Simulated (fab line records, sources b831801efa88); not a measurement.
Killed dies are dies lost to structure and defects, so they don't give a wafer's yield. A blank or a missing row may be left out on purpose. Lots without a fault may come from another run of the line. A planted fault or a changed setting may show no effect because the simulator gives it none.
One fault seen from 2 desks | flow sky130 | each desk has only its own numbers; what lay behind them comes last

THE TOOL OWNER'S DESK: pvd_sputter-01
The tool's own readings at SKY_METAL5_SPUTTER_02 (material AlCu, target thk 1150 nm, time 61.2 s): means of the sampled wafers that have a number, for each lot that ran on this tool. A lot is out of limits, marked OUT, if its mean lies more than 4 standard deviations from the usual mean; the brackets give that distance.
Columns: A = throttle_valve_pct at SKY_METAL5_SPUTTER_02, usual 30.5 %
lot  | first seen here | A
L844 | day 45 19:48    | 30.9
L845 | day 46 08:16    | 30.3
L847 | day 46 21:16    | 30.5
This desk's finding: nothing out of limits on any of the 3 lots.

THE METROLOGY DESK
What the gauges read, lot by lot, whatever tool the lot ran on: means of the sampled wafers that have a number. A lot is out of limits, marked OUT, if its mean lies more than 4 standard deviations from the usual mean; the brackets give that distance.
Columns: A = METAL5_ALCU_RS at SKY_METAL5_RS_MEAS_05, usual 0.0271 ohm/sq; B = METAL5_ALCU_THK at SKY_METAL5_THK_MEAS_06, usual 1153 nm
lot  | first seen here | A                 | B
L836 | day 44 06:07    | 0.0270            | 1167
L837 | day 44 08:52    | 0.0273            | 1154
L838 | day 44 16:20    | 0.0274            | 1134
L839 | day 44 19:08    | 0.0268            | 1173
L844 | day 45 19:58    | 0.0274            | 1141
L845 | day 46 08:24    | 0.0271            | 1146
L848 | day 46 19:41    | 0.0273            | 1140
L847 | day 46 21:24    | 0.0285 (+5.5) OUT | 1107
L849 | day 47 20:14    | 0.0272            | 1145
This desk's finding: out of limits on L847; first on L847, day 46 21:24 (METAL5_ALCU_RS at SKY_METAL5_RS_MEAS_05). In limits: L836, L837, L838, L839, L844, L845, L848, L849.

PUT TOGETHER
The metrology desk could have raised an alarm at day 46 21:24, on L847.
The tool owner's desk saw nothing out of limits.
The tool owner's desk has L847 on record, within its limits.
Of the lots named, all ran SKY_METAL5_SPUTTER_02 on pvd_sputter-01.

WHAT THE SIMULATOR HAD PUT IN
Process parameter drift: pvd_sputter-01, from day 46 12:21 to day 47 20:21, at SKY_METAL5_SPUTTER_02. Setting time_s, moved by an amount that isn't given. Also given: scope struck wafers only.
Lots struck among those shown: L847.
Hours from the fault's start to each desk's first reading out of limits: the metrology desk, 9.
